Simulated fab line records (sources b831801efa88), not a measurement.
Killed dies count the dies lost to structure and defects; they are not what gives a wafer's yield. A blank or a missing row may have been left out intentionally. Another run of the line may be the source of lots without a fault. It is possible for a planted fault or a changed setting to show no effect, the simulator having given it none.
Chamber matching    flow gf180mcu    GF_V3_CVD_02 on pecvd-01: 3 sister chambers
The step deposits SiO2 from TEOS, target thk 850 nm, time 94.851 s. 14 wafers are shown with their chamber, then 7 later ones without.

== EACH WAFER AND ITS CHAMBER ==
wafer   chamber  rf fwd power W (W)  heater power w (W)
L491.1  0        594.3               792
L491.4  0        595.0               845
L491.6  2        597.5               687
L498.1  1        595.3               582
L498.2  2        600.2               655
L498.3  0        595.4               717
L500.1  2        599.1               718
L500.4  0        594.8               673
L500.5  2        598.2               551
L502.3  1        597.5               605
L502.4  0        594.2               794
L502.6  2        598.6               695
L505.2  0        594.8               770
L505.3  1        595.6               616

SIGNATURES, as means of the wafers listed above
reading         chamber 0  chamber 1  chamber 2  scatter within a chamber
rf fwd power W  594.750    596.133    598.720    0.85
heater power w  765.17     601.00     661.20     57.7
Rule: a wafer's distance from a chamber is the root of the sum, over the readings, of the square of ((its reading less the chamber's mean) divided by the reading's scatter). The wafer belongs to the nearest chamber; if the next one is less than 2 further off, it can't be placed. The scatter: take each reading less its chamber's mean, square it, sum over the shown wafers, divide by the number of wafers less the number of chambers, and take the root.

== WAFERS WITHOUT THEIR CHAMBER ==
wafer   rf fwd power W (W)  heater power w (W)
L505.5  597.2               686
L506.4  591.8               674
L506.5  598.9               628
L506.6  598.3               558
L508.3  595.7               593
L508.5  598.0               790
L508.6  597.7               682

== EACH ONE'S CHAMBER ==
wafer    from the rows above            in truth
L505.5   can't be placed: 2 or 1 or 0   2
L506.4   can't be placed: 0 or 1        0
L506.5   2                              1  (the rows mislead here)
L506.6   can't be placed: 2 or 1        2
L508.3   1                              1
L508.5   can't be placed: 2 or 0 or 1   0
L508.6   can't be placed: 2 or 1        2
Placed correctly: 1 of 7. These rows do not allow placing 5 (true chamber among the candidates in 5). Number placed wrongly: 1.
